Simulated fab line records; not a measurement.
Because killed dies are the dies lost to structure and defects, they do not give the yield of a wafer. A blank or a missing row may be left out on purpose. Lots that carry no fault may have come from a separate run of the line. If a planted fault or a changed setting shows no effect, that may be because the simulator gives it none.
Commonality check across tools | flow sky130 | Sample size 12 lots and 36 wafers

## REASON IT WAS OPENED
Of 12 lots, 2 have the reading SONOS_ONO_OXIDATION_THK flagged at SKY_SONOS_ONO_THK_MEAS_01. Fault-free wafers read 2.57 nm, with a standard deviation of 0.05.
Rule: a lot is flagged when every wafer of it that has a number lies more than 4 standard deviations from that mean, or none has a number. As for the other lots, they are considered sound.

lot  | measured     | on            | SONOS_ONO_OXIDATION_THK (nm), wafer by wafer | flag
L892 | day 11 14:52 | film-metro-04 | 2.60 2.55 2.58                               |
L893 | day 11 23:28 | film-metro-04 | 2.61 2.64 2.53                               |
L894 | day 12 14:15 | film-metro-01 | 2.63 2.63 2.61                               |
L896 | day 13 04:28 | film-metro-01 | 2.58 2.57 2.53                               |
L900 | day 14 07:53 | film-metro-02 | 2.64 2.52 2.62                               |
L901 | day 14 18:40 | film-metro-04 | 3.26 3.21 3.26                               | FLAGGED
L902 | day 15 05:46 | film-metro-02 | 3.15 3.17 3.17                               | FLAGGED
L906 | day 16 10:18 | film-metro-04 | 2.57 2.57 2.49                               |
L911 | day 18 04:59 | film-metro-02 | 2.60 2.53 2.57                               |
L912 | day 18 06:21 | film-metro-01 | 2.59 2.56 2.56                               |
L913 | day 18 18:02 | film-metro-04 | 2.49 2.48 2.61                               |
L914 | day 19 02:10 | film-metro-04 | 2.56 2.63 2.60                               |
The mean of the flagged lots' numbers is 3.20 nm, +0.63 nm from the usual (+13 standard deviations).

## EACH LOT AND THE TOOL IT RAN ON
The record keeps 1 process step preceding the reading, out of 708 steps on the route. Every cell lists first the tool, next ch and the chambers used by the sampled wafers, and last the start.
lot  | flag    | SKY_SONOS_ONO_OXIDATION_00
L892 |         | furnace-01 ch 0, day 11 13:30
L893 |         | furnace-01 ch 0, day 11 22:05
L894 |         | furnace-02 ch 0, day 12 12:54
L896 |         | furnace-02 ch 0, day 13 03:07
L900 |         | furnace-01 ch 0, day 14 06:31
L901 | FLAGGED | furnace-01 ch 0, day 14 17:18
L902 | FLAGGED | furnace-01 ch 0, day 15 04:24
L906 |         | furnace-02 ch 0, day 16 08:57
L911 |         | furnace-02 ch 0, day 18 03:38
L912 |         | furnace-02 ch 0, day 18 04:59
L913 |         | furnace-01 ch 0, day 18 16:41
L914 |         | furnace-02 ch 0, day 19 00:49
What is done by these steps:
- SKY_SONOS_ONO_OXIDATION_00: stabilise 600 s, purge 300 s, target thk 2.6 nm.
- SKY_SONOS_ONO_THK_MEAS_01

## FLAGGED OVER TOTAL, TOOL BY TOOL (the gauges that took the reading come last)
step                       | tool          | lots run | flagged | share of the flagged lots | sound lots run after its first flagged lot
SKY_SONOS_ONO_OXIDATION_00 | furnace-01    | 6        | 2       | all                       | 1 (L913)
SKY_SONOS_ONO_OXIDATION_00 | furnace-02    | 6        | 0       | none                      | -
SKY_SONOS_ONO_THK_MEAS_01  | film-metro-01 | 3        | 0       | none                      | -
SKY_SONOS_ONO_THK_MEAS_01  | film-metro-02 | 3        | 1       | some                      | 1 (L911)
SKY_SONOS_ONO_THK_MEAS_01  | film-metro-04 | 6        | 1       | some                      | 3 (L906,L913,L914)

## WHAT THE TABLE ALLOWS
In the table, 1 row covers all flagged lots: furnace-01 at SKY_SONOS_ONO_OXIDATION_00.
- furnace-01 at SKY_SONOS_ONO_OXIDATION_00: 2 of its 6 lots flagged. After the first flagged lot (L913), sound lots still ran on it; a lasting fault on the whole tool would not permit that. Its own readings (spike-tc-bottom-C, spike-tc-centre-C, spike-tc-lower-C, spike-tc-top-C, spike-tc-upper-C, tube-center-temp-C, tube_center_temp_C_max) fall more than 4 standard deviations out on all wafers of the flagged lots.
None of the table's rows ran every flagged lot and, after the first, no sound lot.

## WHAT HAD BEEN PUT IN BY THE SIMULATOR
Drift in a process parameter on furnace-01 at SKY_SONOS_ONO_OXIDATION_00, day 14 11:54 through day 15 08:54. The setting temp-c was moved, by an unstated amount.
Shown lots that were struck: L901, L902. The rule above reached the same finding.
